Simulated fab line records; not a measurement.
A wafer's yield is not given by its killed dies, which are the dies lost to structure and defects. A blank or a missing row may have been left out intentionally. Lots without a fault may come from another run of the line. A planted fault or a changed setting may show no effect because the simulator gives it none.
Which of the tools did it?	flow gf180mcu	13 lots, 39 wafers sampled, at 4 steps of a route of 602

## WHAT THE GAUGES READ, wafer by wafer
GF_PASSIVATION_THK_MEAS_03. Usual: PASSIVATION_CVD_02_THK 698 nm, standard deviation 9.3.
lot	measured	on	PASSIVATION_CVD_02_THK (nm)	flag
L778	day 28 02:08	filmMetro-02	701 695 710	
L779	day 28 09:02	filmMetro-03	701 696 705	
L780	day 28 18:35	filmMetro-02	683 695 711	
L784	day 30 00:12	filmMetro-04	718 704 695	
L786	day 30 13:59	filmMetro-03	690 689 706	
L787	day 31 00:26	filmMetro-04	683 690 702	
L790	day 31 19:10	filmMetro-02	676 691 702	
L791	day 31 21:35	filmMetro-02	701 694 704	
L792	day 32 06:17	filmMetro-03	691 703 694	
L795	day 33 01:37	filmMetro-03	698 700 693	
L797	day 33 08:52	filmMetro-02	704 685 693	
L800	day 34 01:00	filmMetro-04	697 706 706	
L801	day 34 07:38	filmMetro-02	693 711 707	

GF_PASSIVATION_BOW_MEAS_14. Usual: PASSIVATION_BOW 136 um, standard deviation 12.
lot	measured	on	PASSIVATION_BOW (um)	flag
L778	day 28 22:58	filmMetro-04	124 121 131	
L779	day 29 09:31	filmMetro-03	159 144 147	
L780	day 29 15:10	filmMetro-04	124 137 142	
L784	day 30 19:39	filmMetro-02	147 124 130	
L786	day 31 09:38	filmMetro-04	96 113 111	
L787	day 31 19:29	filmMetro-02	136 149 139	
L790	day 32 14:02	filmMetro-03	134 141 138	
L791	day 32 15:41	filmMetro-04	135 142 131	
L792	day 33 00:13	filmMetro-02	165 149 153	
L795	day 33 18:56	filmMetro-04	136 123 127	
L797	day 34 02:02	filmMetro-04	144 142 151	
L800	day 34 17:39	filmMetro-03	154 149 152	
L801	day 34 23:39	filmMetro-04	139 145 133	

## TOOL THAT RAN EACH LOT (tool first, then ch and the chambers of the sampled wafers, then the start)
lot	GF_V5_CMP_26	GF_TOP_METAL_SPUTTER_00
L778	cmp-01 ch 0,1,2, day 27 05:39	pvdSputter-04, day 27 05:57
L779	cmp-01 ch 0,2,3, day 27 11:28	pvdSputter-04, day 27 11:43
L780	cmp-01 ch 2,3, day 27 21:52	pvdSputter-04, day 27 22:07
L784	cmp-02 ch 0,1,3, day 29 03:46	pvdSputter-04, day 29 03:55
L786	cmp-01 ch 1,3, day 29 17:34	pvdSputter-03, day 29 17:49
L787	cmp-02 ch 2,3, day 30 04:29	pvdSputter-02, day 30 04:47
L790	cmp-02 ch 0,1,3, day 31 00:34	pvdSputter-03, day 31 00:46
L791	cmp-02 ch 0,2, day 31 02:55	pvdSputter-03, day 31 03:13
L792	cmp-02 ch 0,1,3, day 31 11:12	pvdSputter-03, day 31 11:30
L795	cmp-02 ch 0,1,3, day 32 07:36	pvdSputter-03, day 32 07:48
L797	cmp-02 ch 1,2,3, day 32 15:05	pvdSputter-04, day 32 15:23
L800	cmp-02 ch 0,1,2, day 33 07:56	pvdSputter-02, day 33 08:05
L801	cmp-02 ch 0,1,2, day 33 14:41	pvdSputter-04, day 33 14:59
- GF_V5_CMP_26: polishes, stops on SiO2, t overpolish 15 s, target thk 0 nm.
- GF_TOP_METAL_SPUTTER_00: material Ti, target thk 37.5 nm, time 150 s.

## AS READ BY THE TOOLS THEMSELVES (means over the sampled wafers that have a number; for cases with no such wafer, the mark the record gives instead)
GF_V5_CMP_26. Usual: motorCurrentA 11.2 A, standard deviation 0.75; overpolishRunS 14.999 s, standard deviation 0.0093; slurryFilterDpKPa 13.52 kPa, standard deviation 0.13; timeToEndpointS 86 s, standard deviation 3.3.
lot	tool	motorCurrentA (A)	overpolishRunS (s)	slurryFilterDpKPa (kPa)	timeToEndpointS (s)	flag
L778	cmp-01	11.0	15.008	13.61	90	
L779	cmp-01	11.1	15.006	13.59	87	
L780	cmp-01	11.4	14.998	13.65	87	
L784	cmp-02	11.5	15.001	13.53	85	
L786	cmp-01	10.9	14.997	13.55	79	
L787	cmp-02	10.8	14.999	13.58	85	
L790	cmp-02	11.6	15.004	13.39	87	
L791	cmp-02	11.6	15.002	13.41	87	
L792	cmp-02	11.5	14.996	13.49	84	
L795	cmp-02	11.3	15.004	13.48	84	
L797	cmp-02	11.0	14.999	13.49	85	
L800	cmp-02	11.7	14.987	13.48	84	
L801	cmp-02	11.5	14.995	13.50	86	

GF_TOP_METAL_SPUTTER_00. Usual: throttleValvePct at 30.5 %, with a standard deviation of 1.1.
lot	tool	throttleValvePct (%)	flag
L778	pvdSputter-04	29.7	
L779	pvdSputter-04	30.2	
L780	pvdSputter-04	30.5	
L784	pvdSputter-04	29.5	
L786	pvdSputter-03	31.8	
L787	pvdSputter-02	30.6	
L790	pvdSputter-03	30.9	
L791	pvdSputter-03	30.9	
L792	pvdSputter-03	31.8	
L795	pvdSputter-03	32.1	
L797	pvdSputter-04	29.8	
L800	pvdSputter-02	29.9	
L801	pvdSputter-04	29.7	

## THE ANSWER, worked out from the rows above alone
Rule: a lot is off if the mean of its wafers that have a number lies more than 3 standard deviations from the usual mean. Also off: a lot with no number at a reading for which 4 or more lots have one. Any other lot the step has rows for is counted as sound. Order of review: gauges by route order, followed by the tools' own readings, for which a lot's mean as printed above is used. At the first step where some lot is off, the reading lying furthest off is the one used; lots without a number count as furthest.
No lot is off at any reading shown: from this, nothing can be told.

## WHAT HAD BEEN PUT IN BY THE SIMULATOR
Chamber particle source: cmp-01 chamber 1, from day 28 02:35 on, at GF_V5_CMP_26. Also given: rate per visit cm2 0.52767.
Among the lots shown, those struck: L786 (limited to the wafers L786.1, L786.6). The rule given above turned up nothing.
